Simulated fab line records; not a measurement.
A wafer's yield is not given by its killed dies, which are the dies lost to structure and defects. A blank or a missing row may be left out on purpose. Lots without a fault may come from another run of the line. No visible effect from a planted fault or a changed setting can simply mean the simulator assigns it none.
One fault through the eyes of 2 desks	flow sky130	every desk sees just its own numbers, and what lay behind them comes last

FROM THE METROLOGY DESK
What the gauges read, lot by lot, whatever tool the lot ran on: means of the sampled wafers that have a number. The brackets show how far a lot's mean lies from the usual mean; more than 4 standard deviations puts the lot out of limits, marked OUT.
Columns: A = LDD_LDN_TW at SKY_LDD_LDN_TW_MEAS_13, usual 1485; B = cd-nm at SKY_POLY_CUT_CD_MEAS_08, usual 270.1 nm; C = LI_CONTACT_HDPCVD_THK at SKY_LI_CONTACT_THK_MEAS_01, usual 926 nm
lot	first seen here	A	B	C
L431	day 22 15:31	1486	270.5	925
L436	day 25 02:34	1492	269.7	926
L438	day 25 12:48	1494	270.6	576 (-38) OUT
L439	day 26 01:46	1492	269.8	589 (-37) OUT
L441	day 26 23:34	1472	269.8	765 (-18) OUT
L446	day 28 03:21	1494	269.0	924
L448	day 28 20:33	1478	270.7	921
L449	day 29 12:58	1483	271.4	934
L450	day 29 20:17	1464	270.8	928
L451	day 30 02:37	1492	271.5	921
L452	day 30 03:52	1470	269.9	934
This desk reports L438, L439, L441 out of limits; the earliest was L438 at day 30 09:45 (LI_CONTACT_HDPCVD_THK at SKY_LI_CONTACT_THK_MEAS_01). Within limits: L431, L436, L446, L448, L449, L450, L451, L452.

THE TOOL OWNER'S DESK: hdpcvd-02
The tool's own readings at SKY_LI_CONTACT_HDPCVD_00 (deposits PSG, target thk 930 nm, time 155 s): means of the sampled wafers that have a number, for each lot that ran on this tool. The brackets show how far a lot's mean lies from the usual mean; more than 4 standard deviations puts the lot out of limits, marked OUT.
Columns: A = susceptor-temp-C at SKY_LI_CONTACT_HDPCVD_00, usual 599.96 C
lot	first seen here	A
L436	day 30 00:32	600.12
L438	day 30 09:38	599.95
L439	day 30 22:50	599.92
L441	day 31 18:17	599.86
L449	day 34 05:44	599.94
L450	day 34 12:46	600.36
L451	day 34 17:59	600.03
L452	day 34 20:02	600.06
This desk's verdict: no lot among the 8 shows anything out of limits.

ALL TOGETHER
The metrology desk could have raised an alarm at day 30 09:45, on L438, L439, L441.
The tool owner's desk saw nothing out of limits.
The tool owner's desk has L438, L439, L441 on record, within its limits.
Of the lots named, all ran SKY_LI_CONTACT_HDPCVD_00 on hdpcvd-02.

WHAT WAS PUT IN BY THE SIMULATOR
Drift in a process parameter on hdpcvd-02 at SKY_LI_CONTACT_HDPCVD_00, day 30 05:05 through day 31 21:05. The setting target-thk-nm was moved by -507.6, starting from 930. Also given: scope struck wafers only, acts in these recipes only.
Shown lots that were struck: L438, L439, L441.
Delay in hours, fault start to first out-of-limits reading, per desk: metrology desk 5.
